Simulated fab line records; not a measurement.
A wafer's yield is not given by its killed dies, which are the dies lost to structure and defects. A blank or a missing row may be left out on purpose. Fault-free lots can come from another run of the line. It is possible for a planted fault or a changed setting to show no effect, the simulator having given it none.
fab line records	flow sky130
[record] lots = 5	wafers = 14	last_day = 50
route steps=708 shown VIA2@525 METAL3@532 CAPM@537 PAD_OPEN@708
lots that met no fault: from a run of the same line without faults
start_h: hours from the record's first day to the start of the lot's first wafer shown	wait_h: hours from the lot's prior step to this one	" repeats the value in the row above	L1.1+2: one row covering several wafers at once	- no value, or no start given	* or withheld: withheld	< > ~ a bound
route shown NAME@n: names a module that has steps shown in the file, with the first one's number in the route	usual: mean/standard deviation taken from wafers without a fault	same: alike in all rows	chamber/n: place in a boat	sites: each site's reading	_std_site: how widely they spread, as a standard deviation	_edge_site: inner sites' mean taken away from outer sites' mean	radius_mm: for every site, how far away it sits from the centre of the wafer	mask NAME#n: copy n	behind: the tool/chamber that last shaped the wafer	hold: reason for holding the lot/hours on hold/outcome of the hold	device: transistor that didn't switch, given as n, p or np	end of line: the route-end tests of the same wafers	step lacking rows: just its recipe	killed: count of dies lost to structure and defects at first sort (not the wafer's yield)	map: a wafer's dies, x killed, . not, _ none there
set.NAME: the run value of the setting; set.NAME@STEP: its run value at that earlier step	model.NAME: the simulator's own value behind a step, which no gauge read
lots at some steps of the route; a table a step, a row a wafer
services: when a tool's chamber went out of use (start_h, in hours from the record's first day, below 0 if earlier), for how many hours, and the reason
[[steps]]
[step SKY_VIA2_CLEAN_18]
[recipe] chemistry = IPA	time_s = 180	temp_c = 25
[step SKY_VIA2_CLEAN_19]
[recipe] chemistry = O3/DIW	dry = n2_spin
[step SKY_VIA2_SPUTTER_20]
[recipe] material = TiN	target_thk_nm = 20	chamber_pressure_pa = 5	power_w = 4000	time_s = 80
[step SKY_VIA2_CVD_21]
[recipe] material = W	target_thk_nm = 420	time_s = 126.4	temp_c = 400	pressure_torr = 40
[step SKY_VIA2_RS_MEAS_22]
[recipe] thk_meas_gauge = four-point-probe	reads = W_of_VIA2_CVD_21+TiN_of_VIA2_SPUTTER_20
[usual] VIA2_W_RS = 0.2759/0.0027
lot.wafer	tool	chamber	start_h	wait_h	VIA2_W_RS[ohm/sq]
L888.1	film_metro-02	-	875.27	0.1	0.2734
L888.3	"	-	"	"	0.2755
L888.6	"	-	"	"	0.2771
L894.1	film_metro-04	-	918.49	0.1	0.2717
L894.4	"	-	"	"	0.2721
L894.5	"	-	"	"	0.2733
L896.2	film_metro-01	-	926.75	0.1	0.2781
L896.3	"	-	"	"	0.2750
L896.6	"	-	"	"	0.2747
L905.4	film_metro-02	-	993.90	0.1	0.2728
L905.5	"	-	"	"	0.2746
L908.2	film_metro-02	-	1013.41	0.1	0.2782
L908.5	"	-	"	"	0.2759
L908.6	"	-	"	"	0.2742
[step SKY_VIA2_THK_MEAS_23]
[recipe] thk_meas_gauge = xrf	reads = W_of_VIA2_CVD_21
[usual] VIA2_W_THK = 418/10
lot.wafer	tool	chamber	start_h	wait_h	VIA2_W_THK[nm]
L888.1	film_metro-02	-	875.39	0.1	420
L888.3	"	-	"	"	415
L888.6	"	-	"	"	414
L894.1	film_metro-04	-	918.61	0.1	415
L894.4	"	-	"	"	415
L894.5	"	-	"	"	417
L896.2	film_metro-01	-	926.86	0.1	429
L896.3	"	-	"	"	433
L896.6	"	-	"	"	435
L905.4	film_metro-02	-	993.99	0.1	420
L905.5	"	-	"	"	420
L908.2	film_metro-02	-	1013.52	0.1	418
L908.5	"	-	"	"	420
L908.6	"	-	"	"	424
[step SKY_VIA2_CMP_24]
[recipe] stop_on = SiO2	t_overpolish_s = 20	down_force_psi = 3.5	platen_rpm = 60	target_thk_nm = 0	pad_velocity_m_s = 0.94248
[usual] motor_current_A = 10.4/1	overpolish_run_s = 19.998/0.0095	time_to_endpoint_s = 100/3
lot.wafer	tool	chamber	start_h	wait_h	motor_current_A	overpolish_run_s	time_to_endpoint_s
L888.1	cmp-02	0	875.49	0.1	11.4	20.001	104
L888.3	"	2	"	"	9.1	19.997	100
L888.6	"	0	"	"	11.6	20.005	102
L894.4	cmp-01	1	918.72	0.1	10.7	19.999	100
L894.1	"	2	"	"	9.3	20.002	105
L894.5	"	0	"	"	11.9	20.000	103
L896.2	cmp-01	2	926.91	0.0	9.2	20.010	102
L896.3	"	1	"	"	10.5	20.007	100
L896.6	"	3	"	"	10.5	19.996	97
L905.4	cmp-02	1	994.12	0.1	10.7	19.975	102
L905.5	"	3	"	"	9.4	20.006	100
L908.2	cmp-02	3	1013.62	0.1	10.0	20.002	104
L908.5	"	2	"	"	8.6	19.991	99
L908.6	"	3	"	"	10.0	20.002	106
[step SKY_METAL3_SPUTTER_00]
[recipe] material = Ti	target_thk_nm = 15	power_w = 3000	time_s = 10	chamber_pressure_pa = 0.4
[step SKY_METAL3_SPUTTER_01]
[recipe] material = TiN	target_thk_nm = 20	power_w = 6500	time_s = 16.7	chamber_pressure_pa = 0.4
[step SKY_METAL3_SPUTTER_02]
[recipe] material = AlCu	target_thk_nm = 735	power_w = 10600	time_s = 39.1	chamber_pressure_pa = 0.4
[step SKY_METAL3_SPUTTER_03]
[recipe] material = Ti	target_thk_nm = 5	power_w = 3000	time_s = 3.3	chamber_pressure_pa = 0.4
[step SKY_METAL3_SPUTTER_04]
[recipe] material = TiN	target_thk_nm = 70	power_w = 6500	time_s = 58.3	chamber_pressure_pa = 0.4
[usual] throttle_valve_pct = 29.7/0.86
lot.wafer	tool	chamber	start_h	wait_h	throttle_valve_pct
L888.1	pvd_sputter-03	-	875.89	0.0	29.1
L888.3	"	-	"	"	29.9
L888.6	"	-	"	"	29.4
L894.1	pvd_sputter-01	-	919.08	0.0	29.6
L894.4	"	-	"	"	30.7
L894.5	"	-	"	"	30.0
L896.2	pvd_sputter-03	-	927.32	0.0	29.3
L896.3	"	-	"	"	29.2
L896.6	"	-	"	"	29.4
L905.4	pvd_sputter-03	-	994.43	0.0	28.9
L905.5	"	-	"	"	29.9
L908.2	pvd_sputter-04	-	1013.97	0.0	28.0
L908.5	"	-	"	"	31.2
L908.6	"	-	"	"	27.6
[step SKY_CAPM_CVD_00]
[recipe] material = SiO2	target_thk_nm = 15.5	temp_c = 400	time_s = withheld	rf_w = 450
[usual] heater_power_w = 706/96
lot.wafer	tool	chamber	start_h	wait_h	heater_power_w	model.SiO2_of_CAPM_CVD_00.thk_nm
L888.1	pecvd-01	1	875.94	0.0	755	15.15
L888.3	"	0	"	"	821	15.11
L888.6	"	0	"	"	818	15.35
L894.1	pecvd-01	2	919.13	0.0	710	15.3
L894.4	"	1	"	"	859	15.58
L894.5	"	0	"	"	689	15.61
L896.2	pecvd-03	1	927.37	0.0	563	15.28
L896.3	"	2	"	"	737	15.33
L896.6	"	2	"	"	759	15.74
L905.4	pecvd-03	1	994.49	0.0	566	15.42
L905.5	"	2	"	"	770	21.43
L908.2	pecvd-01	0	1014.02	0.0	807	15.5
L908.5	"	1	"	"	779	15.66
L908.6	"	0	"	"	790	15.85
[step SKY_CAPM_THK_MEAS_01]
[recipe] reads = SiO2_of_CAPM_CVD_00
[usual] CAPM_CVD_00_THK = 15.47/0.2
lot.wafer	tool	chamber	start_h	wait_h	CAPM_CVD_00_THK[nm]
L888.1	film_metro-04	-	875.96	-	15.20
L888.3	"	-	"	"	15.11
L888.6	"	-	"	"	15.36
L894.1	film_metro-04	-	919.15	-	15.30
L894.4	"	-	"	"	15.61
L894.5	"	-	"	"	15.60
L896.2	film_metro-04	-	927.40	-	15.29
L896.3	"	-	"	"	15.28
L896.6	"	-	"	"	15.71
L905.4	film_metro-01	-	994.53	-	15.44
L905.5	"	-	"	"	21.40
L908.2	film_metro-04	-	1014.05	-	15.53
L908.5	"	-	"	"	15.68
L908.6	"	-	"	"	15.87
[step SKY_CAPM_SPUTTER_02]
[recipe] material = TiN	target_thk_nm = 200	temp_c = 300	power_w = 6500	time_s = 166.7	chamber_pressure_pa = 0.4
[step SKY_CAPM_RS_MEAS_03]
[recipe] thk_meas_gauge = four-point-probe	reads = TiN_of_CAPM_SPUTTER_02
[usual] CAPM_TIN_RS = 6.93/0.089
lot.wafer	tool	chamber	start_h	wait_h	CAPM_TIN_RS[ohm/sq]
L888.1	film_metro-03	-	876.13	0.1	6.76
L888.3	"	-	"	"	6.85
L888.6	"	-	"	"	6.87
L894.1	film_metro-01	-	919.32	0.1	6.95
L894.4	"	-	"	"	6.96
L894.5	"	-	"	"	7.00
L896.2	film_metro-01	-	927.58	0.1	6.95
L896.3	"	-	"	"	6.86
L896.6	"	-	"	"	6.83
L905.4	film_metro-04	-	994.73	0.1	6.90
L905.5	"	-	"	"	6.88
L908.2	film_metro-03	-	1014.23	0.1	6.87
L908.5	"	-	"	"	6.82
L908.6	"	-	"	"	6.84
[step SKY_CAPM_THK_MEAS_04]
[recipe] thk_meas_gauge = xrf	reads = TiN_of_CAPM_SPUTTER_02
[usual] CAPM_TIN_THK = 201.8/2.7
lot.wafer	tool	chamber	start_h	wait_h	CAPM_TIN_THK[nm]
L888.1	film_metro-03	-	876.25	0.1	206.0
L888.3	"	-	"	"	203.2
L888.6	"	-	"	"	203.1
L894.1	film_metro-01	-	919.44	0.1	203.1
L894.4	"	-	"	"	202.0
L894.5	"	-	"	"	200.3
L896.2	film_metro-01	-	927.69	0.1	201.6
L896.3	"	-	"	"	204.9
L896.6	"	-	"	"	205.6
L905.4	film_metro-04	-	994.82	0.1	201.8
L905.5	"	-	"	"	203.7
L908.2	film_metro-03	-	1014.34	0.1	201.1
L908.5	"	-	"	"	203.0
L908.6	"	-	"	"	203.3
[step SKY_CAPM_DEHYDRATE_05]
[recipe] temp_c = 200	time_s = 60
[step SKY_CAPM_HMDS_06]
[recipe] prime_time_s = 60	prime_temp_c = 120
[step SKY_CAPM_COAT_07]
[recipe] resist = NOVOLAK	spin_rpm = 3000	resist_thk_nm = 1140
[step SKY_CAPM_SOFTBAKE_08]
[recipe] temp_c = 90	time_s = 60	resist = NOVOLAK
[step SKY_CAPM_EXPOSE_09]
[recipe] mask_id = CAPM	na = 0.6	source_shape = conventional	sigma_outer = 0.6	polarization = unpolarized	target_cd_nm = 1000	dose_mj = 159
[step SKY_CAPM_PEB_10]
[recipe] temp_c = withheld	time_s = *	resist = NOVOLAK
[step SKY_CAPM_DEVELOP_11]
[recipe] resist = NOVOLAK	developer = TMAH	develop_time_s = 60	dev_temp_c = 23
[step SKY_CAPM_OVL_MEAS_12]
[usual] CAPM_OVL = -0.7/1.5
lot.wafer	tool	chamber	start_h	wait_h	CAPM_OVL[nm]
L888.1	overlay-02	-	901.57	0.1	0.3
L888.3	"	-	"	"	-0.7
L888.6	"	-	"	"	-1.6
L894.1	overlay-02	-	944.07	0.1	0.1
L894.4	"	-	"	"	0.5
L894.5	"	-	"	"	1.0
L896.2	overlay-02	-	951.82	0.1	-2.4
L896.3	"	-	"	"	-0.9
L896.6	"	-	"	"	0.0
L905.4	overlay-02	-	1017.29	0.1	-2.8
L905.5	"	-	"	"	-1.3
L908.2	overlay-01	-	1037.26	0.1	-0.9
L908.5	"	-	"	"	-2.7
L908.6	"	-	"	"	-1.9
[step SKY_CAPM_METAL_ETCH_13]
[recipe] target_depth_nm = 220	stop_on = SiO2	chemistry = Cl2/BCl3	target = TiN	pressure_mtorr = 10	icp_w = 900	bias_w = 48.5	Cl2_flow_sccm = 60	bcl3_flow_sccm = 30	time_s = 62.9
[usual] drypump_motor_current_A = 5.4/0.65	oes_product_au = 0.940/0.0085	throttle_valve_pct = 21.902/0.0092
lot.wafer	tool	chamber	start_h	wait_h	drypump_motor_current_A	oes_product_au	rf_hours_counter_h	throttle_valve_pct
L888.1	rie_metal-04	0	901.61	0.0	6.3	0.954	12	21.891
L888.3	"	0	"	"	6.2	0.943	-	21.890
L888.6	"	0	"	"	6.2	0.945	-	21.906
L894.1	rie_metal-02	0	944.11	0.0	5.0	0.939	10	21.896
L894.4	"	0	"	"	5.0	0.943	-	21.911
L894.5	"	0	"	"	5.0	0.937	-	21.896
L896.2	rie_metal-04	0	951.85	0.0	6.2	0.941	14	21.889
L896.3	"	0	"	"	6.3	0.946	-	21.887
L896.6	"	1	"	"	5.1	0.947	-	21.905
L905.4	rie_metal-02	0	1017.34	0.0	5.0	0.949	-	21.896
L905.5	"	1	"	"	6.6	0.948	-	21.915
L908.2	rie_metal-03	0	1037.29	0.0	5.2	0.946	1	21.893
L908.5	"	0	"	"	5.2	0.950	-	21.888
L908.6	"	1	"	"	4.7	0.953	-	21.897
[step SKY_CAPM_STRIP_14]
[recipe] chemistry = O2/N2	power_w = 1400	pressure_mtorr = 1500	platen_temp_c = withheld	o2_flow_sccm = 3000	n2_flow_sccm = 300	overash_fraction = 0.5
[step SKY_CAPM_STRIP_15]
[recipe] chemistry = post_etch_residue_remover	time_s = 1200	temp_c = 72.5
[step SKY_CAPM_CLEAN_16]
[recipe] chemistry = IPA	time_s = 180	temp_c = 25
[step SKY_CAPM_CLEAN_17]
[recipe] chemistry = O3/DIW	dry = n2_spin
[step SKY_METAL3_DEHYDRATE_05]
[recipe] temp_c = 200	time_s = 60
[step SKY_METAL3_HMDS_06]
[recipe] prime_time_s = 60	prime_temp_c = 120
[step SKY_METAL3_COAT_07]
[recipe] resist = BARC	temp_c = withheld	time_s = withheld	spin_rpm = 3000	resist_thk_nm = 60
[step SKY_METAL3_COAT_08]
[recipe] resist = KrF-thick	spin_rpm = 3000	resist_thk_nm = 1140
[step SKY_METAL3_SOFTBAKE_09]
[recipe] temp_c = 100	time_s = 90	resist = KrF-thick
[step SKY_METAL3_EXPOSE_10]
[recipe] mask_id = MM3	na = 0.68	source_shape = annular	sigma_inner = 0.4	sigma_outer = 0.8	target_cd_nm = 300	dose_mj = 28
[step SKY_METAL3_PEB_11]
[recipe] peb_temp_c = withheld	peb_time_s = withheld	resist = KrF-thick
[step SKY_METAL3_DEVELOP_12]
[recipe] develop_time_s = 60	resist = KrF-thick	dev_temp_c = 21
[step SKY_METAL3_CD_MEAS_13]
[recipe] target_cd_nm = 300
[usual] cd_nm = 299.5/1.8
lot.wafer	tool	chamber	start_h	wait_h	cd_nm
L888.1	cd_sem-02	-	927.61	-	301.0
L888.3	"	-	"	"	301.8
L888.6	"	-	"	"	300.2
L894.1	cd_sem-01	-	969.35	-	300.4
L894.4	"	-	"	"	300.1
L894.5	"	-	"	"	299.3
L896.2	cd_sem-01	-	976.93	-	301.5
L896.3	"	-	"	"	300.6
L896.6	"	-	"	"	301.5
L905.4	cd_sem-01	-	1040.96	-	298.8
L905.5	"	-	"	"	299.5
L908.2	cd_sem-01	-	1060.32	-	298.9
L908.5	"	-	"	"	299.5
L908.6	"	-	"	"	299.2
[step SKY_METAL3_OVL_MEAS_14]
[usual] METAL3_OVL = 0/5.7
lot.wafer	tool	chamber	start_h	wait_h	METAL3_OVL[nm]
L888.1	overlay-01	-	927.73	0.1	3
L888.3	"	-	"	"	5
L888.6	"	-	"	"	-3
L894.1	overlay-02	-	969.47	0.1	-3
L894.4	"	-	"	"	-7
L894.5	"	-	"	"	0
L896.2	overlay-02	-	977.03	0.1	5
L896.3	"	-	"	"	9
L896.6	"	-	"	"	10
L905.4	overlay-02	-	1041.04	0.1	-2
L905.5	"	-	"	"	-6
L908.2	overlay-01	-	1060.43	0.1	5
L908.5	"	-	"	"	-8
L908.6	"	-	"	"	-2
[step SKY_METAL3_DESCUM_15]
[recipe] chemistry = O2	source_power_w = 150	bias_power_w = 0	pressure_mtorr = 10	temp_c = 40	time_s = 8
[usual] drypump_motor_current_A = 5.2/0.55	oes_product_au = 0.994/0.0073
lot.wafer	tool	chamber	start_h	wait_h	drypump_motor_current_A	oes_product_au	rf_hours_counter_h
L888.1	rie_metal-03	1	927.77	0.0	4.7	0.996	7
L888.3	"	1	"	"	4.7	0.999	-
L888.6	"	1	"	"	4.7	1.000	-
L894.1	rie_metal-03	1	969.51	0.0	4.7	0.980	10
L894.4	"	1	"	"	4.7	0.994	-
L894.5	"	0	"	"	5.2	0.985	-
L896.2	rie_metal-03	0	977.06	0.0	5.2	0.986	20
L896.3	"	1	"	"	4.6	0.990	-
L896.6	"	1	"	"	4.6	0.992	-
L905.4	rie_metal-02	0	1041.07	0.0	5.0	0.999	-
L905.5	"	1	"	"	6.4	0.992	-
L908.2	rie_metal-03	0	1060.46	0.0	5.3	0.994	2
L908.5	"	0	"	"	5.2	0.994	-
L908.6	"	1	"	"	4.7	0.988	-
[step SKY_METAL3_ETCH_16]
[recipe] chemistry = N2/H2	target = BARC	ion_energy_ev = 200	bias_w = 100	pressure_mtorr = 30	n2_flow_sccm = 100	h2_flow_sccm = 200	icp_w = 500	stop_on = SiO2	time_s = 88.2	target_depth_a = 600
[usual] drypump_motor_current_A = 5.2/0.55	oes_product_au = 0.625/0.0046	throttle_valve_pct = 13.204/0.0085
lot.wafer	tool	chamber	start_h	wait_h	drypump_motor_current_A	oes_product_au	rf_hours_counter_h	throttle_valve_pct
L888.1	rie_metal-03	1	927.83	0.1	4.7	0.626	7	13.210
L888.3	"	1	"	"	4.7	0.610	-	13.203
L888.6	"	1	"	"	4.7	0.617	-	13.198
L894.1	rie_metal-03	1	969.54	0.0	4.7	0.620	10	13.203
L894.4	"	1	"	"	4.7	0.626	-	13.181
L894.5	"	0	"	"	5.3	0.628	-	13.205
L896.2	rie_metal-03	0	977.09	0.0	5.3	0.627	20	13.213
L896.3	"	1	"	"	4.6	0.629	-	13.195
L896.6	"	1	"	"	4.6	0.633	-	13.205
L905.4	rie_metal-02	0	1041.12	0.0	5.0	0.623	-	13.201
L905.5	"	1	"	"	6.4	0.623	-	13.203
L908.2	rie_metal-03	0	1060.49	0.0	5.2	0.631	2	13.194
L908.5	"	0	"	"	5.3	0.624	-	13.213
L908.6	"	1	"	"	4.7	0.623	-	13.207
[step SKY_METAL3_ETCH_17]
[recipe] target = SiO2	stop_on = TiN	chemistry = C4F8/O2/Ar	source_w = 1500	bias_w = 1200	pressure_mtorr = 40	c4f8_flow_sccm = withheld	O2_flow_sccm = 6	Ar_flow_sccm = 300	time_s = 3.9	target_depth_a = 150
[usual] oes_product_au = 0.754/0.0064
lot.wafer	tool	chamber	start_h	wait_h	oes_product_au	model.etch.depth_nm
L888.1	rie_diel-02	1	928.03	0.2	0.747	15.15
L888.3	"	2	"	"	0.744	15.11
L888.6	"	2	"	"	0.745	15.35
L894.1	rie_diel-03	1	969.64	0.1	0.748	15.3
L894.4	"	1	"	"	0.757	15.58
L894.5	"	3	"	"	0.764	15.61
L896.2	rie_diel-02	1	977.19	0.1	0.746	15.28
L896.3	"	2	"	"	0.755	15.33
L896.6	"	3	"	"	0.758	15.74
L905.4	rie_diel-03	3	1041.19	0.0	0.749	15.42
L905.5	"	2	"	"	0.905	21.43
L908.2	rie_diel-03	1	1060.59	0.1	0.758	15.5
L908.5	"	2	"	"	0.766	15.66
L908.6	"	1	"	"	0.765	15.85
[step SKY_PAD_OPEN_PROBE_99]
[usual] defect_limited_yield = 82.6/1.8	killed_at_M0_to_M3 = 43/6.6	killed_at_M4_up = 2.9/1.6	killed_at_contacts = 24/4.9	killed_at_front_end = 15/4.5	killed_at_other = 0.2/0.45	killed_dies = 86/8.8	killed_open = 48/6.4	killed_short = 38/5.6
[same] gross_dies = 492	killed_at_back_side = 0
lot.wafer	tool	chamber	start_h	wait_h	defect_limited_yield[%]	killed_at_M0_to_M3	killed_at_M4_up	killed_at_contacts	killed_at_front_end	killed_at_other	killed_dies	killed_open	killed_short	model.etest.tester.sort_n_pass	model.etest.tester.sort_bin_5_pct	model.etest.tester.sort_yield_pct	model.etest.cap_mim.bv_v	model.etest.cap_mim.leak_log10_a_cm2	model.etest.cap_mim.c_ff_um2	model.etest.tester.sort_bin_8_pct
L888.1	prober-01	-	1097.07	0.1	83.9	34	3	30	12	0	79	48	31	413	10.77	83.94	13.83	-8.906	2.376	0
L888.3	prober-01	-	1097.17	0.2	82.3	44	2	28	13	0	87	44	43	405	11.18	82.32	13.41	-9.002	2.399	0
L888.6	prober-01	-	1097.32	0.2	85.4	38	3	18	13	0	72	40	32	420	8.537	85.37	13.96	-8.977	2.363	0
L894.1	prober-02	-	1133.39	0.1	80.3	50	3	23	20	1	97	51	46	395	10.77	80.28	13.82	-8.836	2.401	0
L894.4	prober-02	-	1133.54	0.2	83.5	48	1	19	13	0	81	43	38	411	8.943	83.54	13.85	-8.911	2.33	0
L894.5	prober-02	-	1133.59	0.2	85.4	44	1	15	12	0	72	37	35	420	7.927	85.37	14.16	-8.71	2.333	0
L896.2	prober-02	-	1140.08	0.1	83.1	45	6	15	17	0	83	45	38	409	9.35	83.13	13.79	-8.906	2.383	0
L896.3	prober-02	-	1140.13	0.2	82.1	51	6	23	7	1	88	45	43	404	9.553	82.11	14	-8.967	2.371	0
L896.6	prober-02	-	1140.28	0.2	83.3	38	2	29	13	0	82	46	36	410	10.16	83.33	14.06	-9.219	2.316	0
L905.4	prober-01	-	1188.39	0.2	83.1	41	2	24	16	0	83	45	38	409	9.146	83.13	14.28	-8.915	2.336	0
L905.5	prober-01	-	1188.44	0.2	83.1	40	2	20	21	0	83	43	40	49	83.13	9.959	19.88	-10.07	1.694	2.442e-06
L908.2	prober-02	-	1203.83	0.1	88.6	27	2	21	6	0	56	31	25	436	6.504	88.62	13.36	-8.928	2.342	0
L908.5	prober-02	-	1203.98	0.2	82.9	44	6	29	5	0	84	49	35	408	9.35	82.93	14.25	-9.126	2.314	0
L908.6	prober-02	-	1204.03	0.2	85.6	34	2	26	9	0	71	35	36	421	8.74	85.57	14.15	-9.211	2.29	0
// killed by level:class
L888.1 LI_CONTACT:geometric_particle:open=10 CONTACT:geometric_particle:open=9 VIA3:geometric_particle:open=8 VIA1:geometric_particle:open=6 VIA2:geometric_particle:short=5 CONTACT:geometric_particle:short=4 FIELD_ISO:geometric_particle:short=3 POLY_GATE:geometric_particle:open=3
L888.3 CONTACT:geometric_particle:open=13 VIA1:geometric_particle:open=11 LOCAL_INTERCONNECT:geometric_particle:short=7 METAL1:geometric_particle:short=6 METAL2:geometric_particle:short=6 VIA2:geometric_particle:open=6 FIELD_ISO:geometric_particle:short=5 VIA3:geometric_particle:open=5
L888.6 VIA1:geometric_particle:open=11 CONTACT:geometric_particle:open=8 VIA1:geometric_particle:short=5 METAL2:geometric_particle:short=5 FIELD_ISO:geometric_particle:open=4 FIELD_ISO:geometric_particle:short=3 LI_CONTACT:geometric_particle:open=3 LOCAL_INTERCONNECT:geometric_particle:open=3
L894.1 VIA1:geometric_particle:open=14 METAL1:geometric_particle:short=9 CONTACT:geometric_particle:open=8 VIA1:geometric_particle:short=6 FIELD_ISO:geometric_particle:open=5 POLY_GATE:geometric_particle:short=5 LI_CONTACT:geometric_particle:open=5 VIA2:geometric_particle:open=5
L894.4 VIA1:geometric_particle:open=11 FIELD_ISO:geometric_particle:short=7 CONTACT:geometric_particle:open=7 VIA2:geometric_particle:open=7 VIA3:geometric_particle:open=7 CONTACT:geometric_particle:short=6 METAL1:geometric_particle:short=5 VIA2:geometric_particle:short=5
L894.5 VIA1:geometric_particle:open=13 METAL1:geometric_particle:short=8 LI_CONTACT:geometric_particle:open=6 FIELD_ISO:geometric_particle:short=4 VIA2:geometric_particle:open=4 CONTACT:geometric_particle:open=4 METAL2:geometric_particle:short=4 VIA2:geometric_particle:short=4
L896.2 VIA1:geometric_particle:open=11 VIA2:geometric_particle:open=8 FIELD_ISO:geometric_particle:short=6 LI_CONTACT:geometric_particle:open=6 VIA3:geometric_particle:open=6 METAL2:geometric_particle:short=5 VIA3:geometric_particle:short=5 FIELD_ISO:geometric_particle:open=4
L896.3 VIA1:geometric_particle:open=13 VIA3:geometric_particle:open=9 CONTACT:geometric_particle:open=8 LI_CONTACT:geometric_particle:open=6 CONTACT:geometric_particle:short=6 METAL1:geometric_particle:short=5 METAL2:geometric_particle:short=5 VIA1:geometric_particle:short=4
L896.6 LI_CONTACT:geometric_particle:open=10 CONTACT:geometric_particle:open=10 VIA1:geometric_particle:open=8 FIELD_ISO:geometric_particle:short=7 VIA3:geometric_particle:open=6 METAL1:geometric_particle:short=5 VIA1:geometric_particle:short=5 LI_CONTACT:geometric_particle:short=4
L905.4 VIA1:geometric_particle:open=9 FIELD_ISO:geometric_particle:open=6 LI_CONTACT:geometric_particle:open=6 VIA2:geometric_particle:open=6 CONTACT:geometric_particle:open=5 CONTACT:geometric_particle:short=5 METAL2:geometric_particle:short=5 METAL3:geometric_particle:short=4
L905.5 CONTACT:geometric_particle:open=9 VIA1:geometric_particle:open=7 POLY_GATE:geometric_particle:open=6 VIA2:geometric_particle:short=6 VIA2:geometric_particle:open=6 FIELD_ISO:geometric_particle:short=5 CONTACT:geometric_particle:short=5 POLY_GATE:geometric_particle:short=4
L908.2 VIA1:geometric_particle:open=7 LI_CONTACT:geometric_particle:open=6 VIA2:geometric_particle:open=6 CONTACT:geometric_particle:open=5 LI_CONTACT:geometric_particle:short=4 METAL1:geometric_particle:short=4 LOCAL_INTERCONNECT:geometric_particle:short=3 VIA1:geometric_particle:short=3
L908.5 VIA1:geometric_particle:open=14 CONTACT:geometric_particle:open=10 VIA2:geometric_particle:open=10 LI_CONTACT:geometric_particle:open=9 VIA1:geometric_particle:short=6 METAL4:geometric_particle:short=5 LOCAL_INTERCONNECT:geometric_particle:short=4 METAL1:geometric_particle:short=4
L908.6 CONTACT:geometric_particle:open=11 VIA1:geometric_particle:open=8 CONTACT:geometric_particle:short=6 METAL2:geometric_particle:short=6 VIA3:geometric_particle:open=5 LI_CONTACT:geometric_particle:short=4 LI_CONTACT:geometric_particle:open=4 VIA2:geometric_particle:short=4
[[services]]
tool	chamber	start_h	hours	kind
pecvd-01	-	854.90	6.0	pm
rie_diel-03	1	855.68	4.3	repair
rie_diel-03	3	871.34	9.9	repair
pecvd-01	-	890.63	1.1	repair
cmp-02	-	912.13	4.0	pm
pvd_sputter-03	-	914.28	8.7	repair
cmp-02	-	916.07	0.6	repair
rie_metal-03	0	921.73	4.9	repair
rie_metal-03	0	927.25	2.4	repair
rie_metal-04	-	929.45	5.5	repair
rie_diel-03	1	930.80	9.1	repair
rie_diel-03	-	942.21	0.3	repair
rie_diel-03	-	945.25	1.2	repair
rie_diel-02	2	946.10	2.4	repair
rie_diel-03	2	953.20	3.7	repair
pvd_sputter-03	-	955.17	2.2	repair
rie_diel-03	2	964.85	22.9	repair
rie_diel-03	0	973.20	2.9	repair
rie_diel-03	1	974.58	2.7	repair
cmp-01	-	990.86	14.6	pm
rie_diel-02	3	993.78	1.5	repair
rie_diel-02	0	994.21	11.4	repair
cmp-02	-	997.62	0.3	repair
cmp-02	-	1039.99	4.5	pm
[[key]]
[first_sign] step = SKY_CAPM_THK_MEAS_01	reading = CAPM_CVD_00_THK	direction = up	sigmas = 30	usual = 15.47	struck = 21.40
[effect] step = SKY_METAL3_ETCH_17	reading = oes_product_au	direction = up	sigmas = 24	usual = 0.754	struck = 0.905
[model_effect] step = SKY_CAPM_CVD_00	value = SiO2_of_CAPM_CVD_00.thk_nm	without = 15.29	struck = 21.43
[model_effect] step = SKY_METAL3_ETCH_17	value = etch.depth_nm	without = 15.29	struck = 21.43
[model_effect] step = SKY_PAD_OPEN_PROBE_99	value = etest.tester.sort_n_pass	without = 409	struck = 49
met_at SKY_CAPM_CVD_00
struck_wafers L905.5
onset_between 927.37 994.49
[fault] kind = process_parameter_drift	tool = pecvd-03	chamber = -	onset_h = 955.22	steps = SKY_CAPM_CVD_00	channel = target_thk_nm	offset = 6.0925	shape = step	end_h = 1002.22	scope = struck_wafers_only	acts_in = these_recipes_only	stated = 15.5
